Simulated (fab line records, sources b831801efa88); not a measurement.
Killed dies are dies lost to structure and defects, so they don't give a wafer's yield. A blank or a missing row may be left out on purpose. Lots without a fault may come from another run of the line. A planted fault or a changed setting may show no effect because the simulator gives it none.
fab line records | flow gf180mcu
record lots=13 wafers=39 last_day=34
route steps=602 shown HV_LDD@222 PSD@255 SALICIDE@281 CONTACT@287
lots that met no fault: from a run of the same line without faults
start_h: hours from the record's first day to the start of the lot's first wafer shown | wait_h: hours since the lot's step before | " the same as in the row above | L1.1+2: a row that stands for several wafers | - no value, or no start given | * or withheld: withheld | < > ~ a bound
route shown NAME@n: a module of which the file shows steps, and the number in the route of the first | usual: mean/standard deviation of fault-free wafers | same: alike in all rows | chamber/n: place in a boat | sites: the reading at each site | _std_site: their standard deviation | _edge_site: outer sites' mean less inner sites' | radius_mm: how far each site lies from the wafer's centre | mask NAME#n: copy n | behind: the tool/chamber that last shaped the wafer | hold: why the lot was held/for how many hours/how that ended | device: the transistor (n, p or np) that didn't switch | end of line: the same wafers' tests at the end of the route | a step without rows: its recipe alone | killed: dies lost to structure and defects at the first sort, not the wafer's yield | map: a wafer's dies, x killed, . not, _ none there
set.NAME: the setting as run; set.NAME@STEP: as run at that earlier step | model.NAME: the simulator's own value behind a step, which no gauge read
steps of the route over a sample of lots; a table a step, a row a wafer
services: from which hour (start_h, from the record's first day; less than 0 if before it) a tool's chamber was out of use, for how many hours, and why
## steps
# step GF_HV_LDD_CD_MEAS_46
# recipe target_cd_nm=400
# usual cd_nm=400.0/1.9
# columns lot.wafer tool chamber start_h wait_h cd_nm
L158.2 cd_sem-01 - 294.92 0.1 396.4
L158.3 " - " " 398.4
L158.4 " - " " 398.1
L159.3 cd_sem-01 - 303.94 0.1 401.4
L159.4 " - " " 397.5
L159.6 " - " " 399.8
L163.4 cd_sem-01 - 337.61 0.1 398.7
L163.5 " - " " 400.6
L163.6 " - " " 398.3
L164.1 cd_sem-02 - 345.87 0.1 400.3
L164.2 " - " " 402.1
L164.5 " - " " 400.5
L165.2 cd_sem-02 - 358.02 0.1 403.1
L165.3 " - " " 400.7
L165.4 " - " " 403.1
L166.2 cd_sem-02 - 358.74 0.1 397.7
L166.3 " - " " 400.0
L166.6 " - " " 398.7
L170.3 cd_sem-01 - 393.90 0.2 395.5
L170.4 " - " " 397.0
L170.6 " - " " 396.1
L171.3 cd_sem-01 - 404.29 0.1 400.0
L171.5 " - " " 398.7
L171.6 " - " " 400.2
L173.2 cd_sem-02 - 421.92 0.1 405.4
L173.4 " - " " 401.4
L173.6 " - " " 402.9
L174.3 cd_sem-02 - 425.39 0.1 401.7
L174.5 " - " " 401.4
L174.6 " - " " 400.1
L175.1 cd_sem-02 - 434.62 0.1 401.7
L175.4 " - " " 401.2
L175.6 " - " " 399.2
L176.3 cd_sem-02 - 441.94 0.1 399.4
L176.4 " - " " 401.1
L176.6 " - " " 401.2
L178.2 cd_sem-02 - 455.82 0.1 400.2
L178.3 " - " " 400.3
L178.4 " - " " 399.4
# step GF_PSD_CD_MEAS_07
# recipe target_cd_nm=400
# usual cd_nm=400.3/2.2
# columns lot.wafer tool chamber start_h wait_h cd_nm
L158.2 cd_sem-02 - 340.72 0.1 400.5
L158.3 " - " " 400.5
L158.4 " - " " 404.9
L159.3 cd_sem-02 - 349.46 0.1 399.4
L159.4 " - " " 399.7
L159.6 " - " " 399.7
L163.4 cd_sem-01 - 385.96 0.1 399.2
L163.5 " - " " 400.7
L163.6 " - " " 398.5
L164.1 cd_sem-01 - 393.74 0.2 405.2
L164.2 " - " " 405.6
L164.5 " - " " 402.0
L165.2 cd_sem-01 - 409.02 0.1 399.5
L165.3 " - " " 399.2
L165.4 " - " " 398.9
L166.2 cd_sem-02 - 409.32 0.1 397.9
L166.3 " - " " 400.8
L166.6 " - " " 398.2
L170.3 cd_sem-02 - 445.49 0.1 398.9
L170.4 " - " " 400.8
L170.6 " - " " 399.4
L171.3 cd_sem-02 - 454.89 0.1 401.2
L171.5 " - " " 399.9
L171.6 " - " " 400.8
L173.2 cd_sem-02 - 473.52 0.1 404.0
L173.4 " - " " 401.1
L173.6 " - " " 402.0
L174.3 cd_sem-02 - 478.69 0.1 397.2
L174.5 " - " " 397.0
L174.6 " - " " 395.1
L175.1 cd_sem-02 - 486.82 0.1 401.2
L175.4 " - " " 400.6
L175.6 " - " " 401.3
L176.3 cd_sem-01 - 494.49 0.1 401.4
L176.4 " - " " 403.1
L176.6 " - " " 401.7
L178.2 cd_sem-01 - 507.52 0.1 401.7
L178.3 " - " " 398.8
L178.4 " - " " 399.0
# step GF_SALICIDE_SPUTTER_03
# recipe material=TiN target_thk_nm=20 power_w=6500 time_s=16.7 chamber_pressure_pa=0.4
# usual throttle_valve_pct=29.3/0.88
# columns lot.wafer tool chamber start_h wait_h throttle_valve_pct
L158.2 pvd_sputter-02 - 364.00 0.0 29.8
L158.3 " - " " 27.8
L158.4 " - " " 29.8
L159.3 pvd_sputter-04 - 372.14 0.0 29.8
L159.4 " - " " 30.2
L159.6 " - " " 29.7
L163.4 pvd_sputter-01 - 411.09 0.0 28.7
L163.5 " - " " 28.9
L163.6 " - " " 28.8
L164.1 pvd_sputter-02 - 418.39 0.0 29.6
L164.2 " - " " 28.0
L164.5 " - " " 30.2
L165.2 pvd_sputter-01 - 433.60 0.0 29.3
L165.3 " - " " 27.8
L165.4 " - " " 28.8
L166.2 pvd_sputter-02 - 434.12 0.0 28.0
L166.3 " - " " 29.8
L166.6 " - " " 28.0
L170.3 pvd_sputter-04 - 471.10 0.0 29.8
L170.4 " - " " 30.9
L170.6 " - " " 29.8
L171.3 pvd_sputter-01 - 480.29 0.0 27.9
L171.5 " - " " 29.1
L171.6 " - " " 27.8
L173.2 pvd_sputter-04 - 498.92 0.0 29.9
L173.4 " - " " 29.9
L173.6 " - " " 29.8
L174.3 pvd_sputter-01 - 503.90 0.0 27.9
L174.5 " - " " 28.9
L174.6 " - " " 29.1
L175.1 pvd_sputter-01 - 512.32 0.0 28.7
L175.4 " - " " 29.7
L175.6 " - " " 29.0
L176.3 pvd_sputter-01 - 518.46 0.0 28.9
L176.4 " - " " 29.3
L176.6 " - " " 29.1
L178.2 pvd_sputter-04 - 532.35 0.0 29.8
L178.3 " - " " 29.6
L178.4 " - " " 31.2
# step GF_CONTACT_CVD_00
# recipe material=SiO2 target_thk_nm=300 sigma_open_frac=0.3 temp_c=400 time_s=50 sih4_flow_sccm=60 pressure_mtorr=6
# usual sih4_flow_sccm=60.01/0.17
# columns lot.wafer tool chamber start_h wait_h sih4_flow_sccm
L158.2 hdpcvd-01 0 364.50 0.1 59.83
L158.3 " 1 " " 60.29
L158.4 " 1 " " 60.18
L159.3 hdpcvd-01 1 372.64 0.1 59.85
L159.4 " 1 " " 59.88
L159.6 " 0 " " 60.19
L163.4 hdpcvd-01 0 411.61 0.1 89.97
L163.5 " 1 " " 89.99
L163.6 " 2 " " 90.06
L164.1 hdpcvd-01 2 418.90 0.1 90.18
L164.2 " 1 " " 90.38
L164.5 " 1 " " 90.22
L165.2 hdpcvd-02 1 434.10 0.1 60.32
L165.3 " 2 " " 60.05
L165.4 " 0 " " 60.08
L166.2 hdpcvd-01 1 434.62 0.1 89.84
L166.3 " 0 " " 89.84
L166.6 " 0 " " 90.06
L170.3 hdpcvd-02 2 471.71 0.1 59.92
L170.4 " 0 " " 60.24
L170.6 " 1 " " 59.74
L171.3 hdpcvd-02 0 480.81 0.1 59.91
L171.5 " 0 " " 59.94
L171.6 " 2 " " 60.03
L173.2 hdpcvd-01 2 499.41 0.1 60.02
L173.4 " 0 " " 59.96
L173.6 " 1 " " 59.93
L174.3 hdpcvd-01 2 504.49 0.1 60.33
L174.5 " 0 " " 60.20
L174.6 " 2 " " 60.20
L175.1 hdpcvd-01 0 512.82 0.1 60.01
L175.4 " 2 " " 59.97
L175.6 " 0 " " 60.13
L176.3 hdpcvd-01 1 518.96 0.1 59.82
L176.4 " 0 " " 60.01
L176.6 " 2 " " 60.10
L178.2 hdpcvd-01 2 532.86 0.1 60.02
L178.3 " 0 " " 59.81
L178.4 " 1 " " 60.23
# step GF_CONTACT_THK_MEAS_01
# recipe reads=SiO2_of_CONTACT_CVD_00
# usual CONTACT_CVD_00_THK=301/3
# columns lot.wafer tool chamber start_h wait_h CONTACT_CVD_00_THK[nm]
L158.2 film_metro-04 - 364.56 0.0 300
L158.3 " - " " 301
L158.4 " - " " 301
L159.3 film_metro-03 - 372.71 0.0 294
L159.4 " - " " 298
L159.6 " - " " 297
L163.4 film_metro-02 - 411.66 0.0 453
L163.5 " - " " 455
L163.6 " - " " 456
L164.1 film_metro-03 - 418.94 0.0 454
L164.2 " - " " 454
L164.5 " - " " 455
L165.2 film_metro-02 - 434.16 0.0 296
L165.3 " - " " 297
L165.4 " - " " 297
L166.2 film_metro-04 - 434.67 0.0 450
L166.3 " - " " 456
L166.6 " - " " 454
L170.3 film_metro-02 - 471.77 0.0 307
L170.4 " - " " 302
L170.6 " - " " 303
L171.3 film_metro-03 - 480.87 0.0 301
L171.5 " - " " 302
L171.6 " - " " 303
L173.2 film_metro-03 - 499.47 0.0 296
L173.4 " - " " 299
L173.6 " - " " 297
L174.3 film_metro-03 - 504.55 0.0 302
L174.5 " - " " 305
L174.6 " - " " 301
L175.1 film_metro-02 - 512.87 0.0 298
L175.4 " - " " 300
L175.6 " - " " 296
L176.3 film_metro-03 - 519.03 0.0 301
L176.4 " - " " 301
L176.6 " - " " 301
L178.2 film_metro-02 - 532.91 0.0 298
L178.3 " - " " 300
L178.4 " - " " 295
# step GF_CONTACT_ETCH_17
# recipe chemistry=C4F8/O2/Ar mask_material=KrF target=SiO2 stop_on=CoSi2 source_w=1500 bias_w=1200 pressure_mtorr=40 c4f8_flow_sccm=withheld O2_flow_sccm=6 Ar_flow_sccm=300 time_s=withheld target_depth_a=8600
# usual oes_product_au=0.815/0.0044
# columns lot.wafer tool chamber start_h wait_h oes_product_au
L158.2 rie_diel-04 1 - - 0.814
L158.3 " 3 " " 0.819
L158.4 " 2 " " 0.814
L159.3 rie_diel-01 2 - - 0.809
L159.4 " 1 " " 0.820
L159.6 " 1 " " 0.815
L163.4 rie_diel-01 2 - - 0.894
L163.5 " 1 " " 0.889
L163.6 " 0 " " 0.894
L164.1 rie_diel-01 2 - - 0.891
L164.2 " 1 " " 0.893
L164.5 " 1 " " 0.893
L165.2 rie_diel-04 0 - - 0.809
L165.3 " 3 " " 0.813
L165.4 " 1 " " 0.813
L166.2 rie_diel-03 2 - - 0.891
L166.3 " 0 " " 0.887
L166.6 " 2 " " 0.891
L170.3 rie_diel-03 0 - - 0.810
L170.4 " 3 " " 0.819
L170.6 " 0 " " 0.813
L171.3 rie_diel-01 0 - - 0.821
L171.5 " 2 " " 0.816
L171.6 " 3 " " 0.813
L173.2 rie_diel-03 1 - - 0.820
L173.4 " 0 " " 0.821
L173.6 " 2 " " 0.808
L174.3 rie_diel-04 1 - - 0.819
L174.5 " 1 " " 0.815
L174.6 " 2 " " 0.818
L175.1 rie_diel-03 3 - - 0.813
L175.4 " 2 " " 0.819
L175.6 " 3 " " 0.810
L176.3 rie_diel-01 1 - - 0.808
L176.4 " 3 " " 0.818
L176.6 " 2 " " 0.823
L178.2 rie_diel-03 2 - - 0.810
L178.3 " 1 " " 0.810
L178.4 " 2 " " 0.807
## services
# columns tool chamber start_h hours kind
hdpcvd-02 2 343.26 26.2 repair
hdpcvd-02 0 346.29 4.1 repair
hdpcvd-02 0 353.11 6.1 repair
pvd_sputter-02 - 358.39 5.0 repair
rie_diel-04 2 363.41 2.3 repair
rie_diel-03 1 364.15 2.5 repair
rie_diel-03 - 387.36 1.1 repair
rie_diel-04 2 397.98 2.8 repair
pvd_sputter-04 - 437.78 3.9 repair
rie_diel-01 - 444.81 1.8 repair
rie_diel-03 3 454.38 6.3 repair
pvd_sputter-04 - 457.61 2.5 repair
rie_diel-01 2 461.46 4.4 repair
pvd_sputter-01 - 462.64 4.6 repair
pvd_sputter-01 - 476.17 3.9 repair
pvd_sputter-04 - 476.72 15.3 repair
pvd_sputter-04 - 495.69 2.8 repair
rie_diel-01 2 525.97 4.2 repair
hdpcvd-01 - 539.25 15.0 pm
rie_diel-03 1 543.50 10.3 repair
rie_diel-01 3 544.66 9.9 repair
pvd_sputter-04 - 547.61 17.1 repair
hdpcvd-01 - 551.02 2.4 repair
hdpcvd-01 2 553.87 1.7 repair
## key
first_sign step=GF_CONTACT_CVD_00 reading=sih4_flow_sccm direction=up sigmas=99+ usual=60.01 struck=90.06
effect step=GF_CONTACT_THK_MEAS_01 reading=CONTACT_CVD_00_THK direction=up sigmas=51 usual=301 struck=454
effect step=GF_CONTACT_ETCH_17 reading=oes_product_au direction=up sigmas=17 usual=0.815 struck=0.891
met_at GF_CONTACT_CVD_00
struck_lots L163,L164,L166
tester_left_out L163,L164,L166
not_acting_at GF_HV_LDD_CD_MEAS_46,GF_PSD_CD_MEAS_07,GF_SALICIDE_SPUTTER_03
onset_between 372.64 411.61
fault kind=process_parameter_drift tool=hdpcvd-01 chamber=- onset_h=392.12 steps=GF_CONTACT_CVD_00 channel=sih4_flow_sccm offset=30 shape=step end_h=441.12 acts_in=these_recipes_only stated=60
# tester_left_out: of these lots the tester's yield and bins aren't shown, on N5 and GAA mostly nor the transistor test; their killed dies are dies lost to structure and defects alone, not to doping, threshold or leakage, so they don't give the yield
